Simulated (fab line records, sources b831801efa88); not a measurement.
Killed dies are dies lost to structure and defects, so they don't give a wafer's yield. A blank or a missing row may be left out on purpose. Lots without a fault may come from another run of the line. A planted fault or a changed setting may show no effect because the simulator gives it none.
Which tool did it? | flow gf180mcu | 7 lots, 21 wafers sampled, at 2 steps of a route of 602

WHAT THE GAUGES READ, wafer by wafer
GF_SALICIDE_THK_MEAS_05: measures by xrf.
lot  | measured     | on            | SALICIDE_TIN_THK (nm)
L904 | day 15 13:37 | film_metro-03 | 19.62 19.73 19.47
L906 | day 16 12:38 | film_metro-04 | 19.94 20.02 19.95
L908 | day 17 01:01 | film_metro-02 | 20.40 20.35 20.19
L911 | day 18 01:34 | film_metro-02 | 19.77 19.67 19.72
L924 | day 22 13:34 | film_metro-04 | 19.71 19.41 19.58
L926 | day 23 09:13 | film_metro-03 | 19.95 19.92 19.84

WHICH TOOL RAN EACH LOT (tool, then ch and the chambers of the sampled wafers, then the start)
lot  | GF_SAB_STRIP_13
L904 | plasma_asher-04 ch 0,1, day 15 13:14
L906 | plasma_asher-01 ch 0,1, day 16 12:12
L908 | plasma_asher-04 ch 0,1, day 17 00:37
L911 | plasma_asher-04 ch 0,1, day 18 01:13
L922 | plasma_asher-04 ch 0,1, day 22 07:41
L924 | plasma_asher-02 ch 0,1, day 22 13:11
L926 | plasma_asher-02 ch 0,1, day 23 08:52
- GF_SAB_STRIP_13: strips in O2/N2.

THE ANSWER, worked out from the rows above alone
Rule: what is usual is taken from the lots themselves. Put in order of their means at a reading, lots are off if they are a third of the lots or fewer, leave a main group of 4 or more, and stand apart from it by a gap of 3 or more times the standard deviation of the main group's means; of several such gaps the widest counts. A main group whose means are all the same, to the digits that the tables above print for the reading, isn't used. A lot without any number at a reading at which 4 lots or more have one is off too. The other lots that the step has rows for count as sound.
No lot is off at any reading shown: from this, nothing can be told.

WHAT THE SIMULATOR HAD PUT IN
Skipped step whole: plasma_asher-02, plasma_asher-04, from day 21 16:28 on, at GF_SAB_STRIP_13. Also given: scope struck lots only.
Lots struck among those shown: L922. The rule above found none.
